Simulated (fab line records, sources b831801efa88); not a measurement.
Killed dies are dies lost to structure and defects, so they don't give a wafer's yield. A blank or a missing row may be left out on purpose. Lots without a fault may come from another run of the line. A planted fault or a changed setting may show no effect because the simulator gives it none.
A struck lot beside a sound one | flow gf180mcu | 19 steps out of a route of 602
Sound: wafers L853.1, L853.4, L853.6. Struck: wafers L861.1, L861.3, L861.5. The cause comes at the end.
At each step with rows: each side's tool, then ch and its chambers, then its first start. Under that, the readings that differ: sound wafers | struck wafers | difference of the means | sigmas: that difference in standard deviations of wafers without a fault.
alike: readings whose means differ by less than 2 such deviations, and words and numbers that are the same on both sides. not compared: withheld readings, readings that some wafer has no value for, bounds like >300 that may hide the same value, and numbers for which the record gives no deviation and whose values overlap.
The two part at a step that has a row with sigmas, a row that says differs or no value, or rows on one side only. Numbers that don't overlap but have no deviation are shown without sigmas and don't part them. A reading that every wafer of one side lacks parts them only if that side has two wafers or more.

GF_V1_THK_MEAS_25: measures by xrf.
  sound on film_metro-01, day 18 04:45; struck on film_metro-01, day 21 08:03
  alike: V1_W_THK
GF_V1_CMP_26: polishes, stops on SiO2, t overpolish 15 s, target thk 0 nm.
  sound on cmp-02 ch 2,3, day 18 04:49; struck on cmp-01 ch 1,2, day 21 08:07
  alike: motor_current_A, overpolish_run_s, slurry_flow_ml_min, time_to_endpoint_s
GF_M2_SPUTTER_00: material Ti, target thk 37.5 nm, time 150 s.
  sound on pvd_sputter-04, day 18 05:07; struck on pvd_sputter-01, day 21 08:25
  alike: throttle_valve_pct
GF_M2_SPUTTER_01: material TiN, target thk 30 nm, time 25 s.
  sound on pvd_sputter-04, day 18 05:13; struck on pvd_sputter-01, day 21 08:31
  alike: throttle_valve_pct
then, 1 step without rows for these wafers: GF_M2_SPUTTER_02 (material AlCu, target thk 450 nm, time 23.9 s).
GF_M2_SPUTTER_03: material Ti, target thk 10 nm, time 6.7 s.
  sound on pvd_sputter-04, day 18 05:16; struck on pvd_sputter-01, day 21 08:34
  alike: throttle_valve_pct
GF_M2_SPUTTER_04: material TiN, target thk 50 nm, time 41.7 s.
  sound on pvd_sputter-04, day 18 05:17; struck on pvd_sputter-01, day 21 08:35
  alike: throttle_valve_pct
GF_M2_RS_MEAS_05: measures by four-point-probe.
  sound on film_metro-01, day 18 05:20; struck on film_metro-01, day 21 08:38
  alike: M2_ALCU_RS
GF_M2_THK_MEAS_06: measures by xrf.
  sound on film_metro-01, day 18 05:27; struck on film_metro-01, day 21 08:45
  alike: M2_ALCU_THK
then, 3 steps without rows for these wafers: GF_M2_DEHYDRATE_07 (time 60 s); GF_M2_HMDS_08 (prime time 60 s); GF_M2_COAT_09 (resist thk 1000 nm).
GF_M2_SOFTBAKE_10: time 60 s.
  sound on litho_track-03 ch 0, day 18 17:11; struck on litho_track-04 ch 0, day 21 20:13
  reading                  | sound             | struck               | difference | sigmas
  heater_power_total_W (W) | 93.04 93.18 93.02 | 102.77 102.78 102.80 | +9.70      | +99 or more
  run_length_s (s)         | 89.13 88.94 88.85 | 73.14 72.99 73.13    | -15.89     | -93
then, 3 steps without rows for these wafers: GF_M2_EXPOSE_11 (exposes mask Metal2, target cd 280 nm); GF_M2_PEB_12 (peb time 90 s); GF_M2_DEVELOP_13 (develop time 60 s).
GF_M2_CD_MEAS_14: target cd 280 nm.
  sound on cd_sem-02, day 19 05:15; struck on cd_sem-01, day 22 08:28
  reading    | sound             | struck            | difference | sigmas
  cd_nm (nm) | 276.9 278.5 277.4 | 282.4 282.6 283.0 | +5.1       | +4
GF_M2_OVL_MEAS_15:
  sound on overlay-01, day 19 05:22; struck on overlay-01, day 22 08:35
  alike: M2_OVL
-- the record jumps here: 9 days lie between the struck wafers' starts before and after (it left off in module M2 and takes up again in module PASSIVATION, whose first step shown is number 602 of the route) --
GF_PASSIVATION_PROBE_99:
  the record has rows for the struck wafers here (prober-02, day 31 12:43) and none for the sound ones

WHERE THEY PART
First at GF_M2_SOFTBAKE_10; last, within this record, at GF_PASSIVATION_PROBE_99.

WHY: what the simulator had put in
Process parameter drift: litho_track-04, from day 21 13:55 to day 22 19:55, at GF_M2_SOFTBAKE_10. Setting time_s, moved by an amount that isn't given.
